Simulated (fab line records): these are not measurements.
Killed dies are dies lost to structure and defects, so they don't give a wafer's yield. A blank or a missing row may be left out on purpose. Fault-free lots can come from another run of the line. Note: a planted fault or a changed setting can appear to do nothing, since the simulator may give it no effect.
One fault through the eyes of 2 desks || flow gf180mcu || each desk holds nothing but its own numbers, with what lay behind them at the end

== FOR THE TOOL OWNER'S DESK: wet-bench-03 ==
The tool's own readings at GF_SAB_WET_ETCH_12 (etches SiO2 in dHF, target depth 22 nm, time 440 s): means of the sampled wafers that have a number, for each lot that ran on this tool. Any lot whose mean is over 4 standard deviations away from the usual mean is out of limits and marked OUT; that distance is given in the brackets.
Columns: A = temp-c at GF_SAB_WET_ETCH_12, usual 25.00 C
{"lot": "L586", "first seen here": "day 16 16:43", "A": 24.99}
{"lot": "L587", "first seen here": "day 17 02:59", "A": 25.02}
{"lot": "L589", "first seen here": "day 17 17:19", "A": "25.49 (+4.9) OUT"}
{"lot": "L591", "first seen here": "day 19 01:07", "A": "25.48 (+4.8) OUT"}
This desk's verdict: out of limits on L589, L591, starting with L589 at day 17 17:19 (temp-c at GF_SAB_WET_ETCH_12). L586, L587: within limits.

== METROLOGY DESK ==
What the gauges read, lot by lot, whatever tool the lot ran on: means of the sampled wafers that have a number. Any lot whose mean is over 4 standard deviations away from the usual mean is out of limits and marked OUT; that distance is given in the brackets.
Columns: A = SAB_CVD_00_THK at GF_SAB_THK_MEAS_01, usual 49.7 nm; B = cd-nm at GF_SAB_CD_MEAS_09, usual 419.8 nm; C = SAB_OVL at GF_SAB_OVL_MEAS_10, usual 0.7 nm
{"lot": "L586", "first seen here": "day 15 17:52", "A": 50.2, "B": 418.0, "C": 0.2}
{"lot": "L587", "first seen here": "day 16 04:54", "A": 49.0, "B": 421.6, "C": 0.0}
{"lot": "L589", "first seen here": "day 16 19:16", "A": 50.6, "B": 418.9, "C": 0.8}
{"lot": "L591", "first seen here": "day 18 02:11", "A": 50.5, "B": 420.1, "C": 2.2}
{"lot": "L598", "first seen here": "day 20 08:34", "A": 50.3, "B": 417.5, "C": -1.5}
{"lot": "L603", "first seen here": "day 22 00:23", "A": 49.3, "B": 421.6, "C": 0.9}
Result from this desk: across the 6 lots, nothing is out of limits.

== TAKEN TOGETHER ==
An alarm could have come from the tool owner's desk at day 17 17:19, on L589, L591.
Nothing out of limits was seen by the metrology desk.
The metrology desk holds a record of L589, L591, inside its limits.
GF_SAB_WET_ETCH_12 was run on wet-bench-03 by each of the lots named.

== WHAT WAS PUT IN BY THE SIMULATOR ==
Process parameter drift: wet-bench-03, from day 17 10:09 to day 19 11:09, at GF_SAB_WET_ETCH_12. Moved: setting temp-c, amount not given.
Shown lots that were struck: L589, L591.
Hours from the fault's start to each desk's first reading out of limits: the tool owner's desk, 7.
